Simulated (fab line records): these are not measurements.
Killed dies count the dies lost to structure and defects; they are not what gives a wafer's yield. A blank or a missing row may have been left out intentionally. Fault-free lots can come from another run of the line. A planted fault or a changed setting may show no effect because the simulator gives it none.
Problem report, 8D (eight disciplines) form, completed by code -- flow gf180mcu -- the parts of the form that need people (team, actions taken, sign-off) are left out

== 1. THE PROBLEM ==
At GF_NWELL_IMPLANT_09, beamEnergyKeV averages 181.35 over 6 wafers from 2 lots, while fault-free wafers read 160.01, standard deviation 0.046. So: +99 or more standard deviations from the usual mean.
Seen first at day 5 13:19 on implanter-03, wafer L939.1. Wafers with a number at this step in the record: 42, from 14 lots. The rule behind "out" and "out of limits": a value lying over 4 standard deviations away from the usual mean. The other wafers with a number count as sound.

== 2. WHAT IT IS, AND WHAT IT ISN'T ==
question,is,is not
which readings at this step,beamEnergyKeV,-
which lots,"L939, L943","L929, L932, L933, L935, L936, L938, L942, L946, L949, L950, L951, L952"
which wafers of those lots,all that have a number,-
read on which tools,implanter-03,"implanter-01, implanter-02"
when,from day 5 13:19,"up to then (18 sound wafers); but 18 sound wafers of L942, L946, L949, L950, L951, L952 came after"

== 3. THE SUSPECTS, EACH WITH WHAT RULES IT OUT ==
Counting: a tool at a process step up to the reading stays a suspect if it ran every lot that is out and no sound lot after the first of them.
- implanter-03 at GF_NWELL_IMPLANT_09: kept. It ran every lot that is out, first L939 (day 5 13:19), and no sound lot after that; its last sound lot up to then is L935 (day 4 15:22). Out on those wafers are its own readings of beamEnergyKeV.
Remaining after the count: implanter-03 at GF_NWELL_IMPLANT_09.

== 4. THE CAUSE (what the simulator had put in) ==
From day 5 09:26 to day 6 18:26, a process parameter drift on implanter-03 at GF_NWELL_IMPLANT_09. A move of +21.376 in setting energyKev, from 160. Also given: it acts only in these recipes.
The count eliminated every tool but this one.

== 5. SEQUENCE OF EFFECTS, ordered by route ==
Rows list readings where the struck wafers' mean (over those with a number) sits beyond 3 standard deviations from the usual. Only readings for which the record gives a usual standard deviation are gone through. hours: the time from each lot's start at the first step in this table that gives one to its start at this step, as a median over the lots. sigmas: the change in usual standard deviations.
hours,step,reading,usual,on struck wafers,change,sigmas
0,GF_NWELL_IMPLANT_09,beamEnergyKeV,160.01,181.35,+21.34,+99 or more
Its process steps:
- GF_NWELL_IMPLANT_09
Later steps that measure or inspect, where all struck wafers having a row at the step show a number for every such reading and not one has moved that far: GF_MVSD_OVL_MEAS_07.

== 6. HOW IT WOULD HAVE BEEN CAUGHT EARLIER ==
In this record the first reading out of limits was taken at day 5 13:19, 4 hours after the fault began at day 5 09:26.
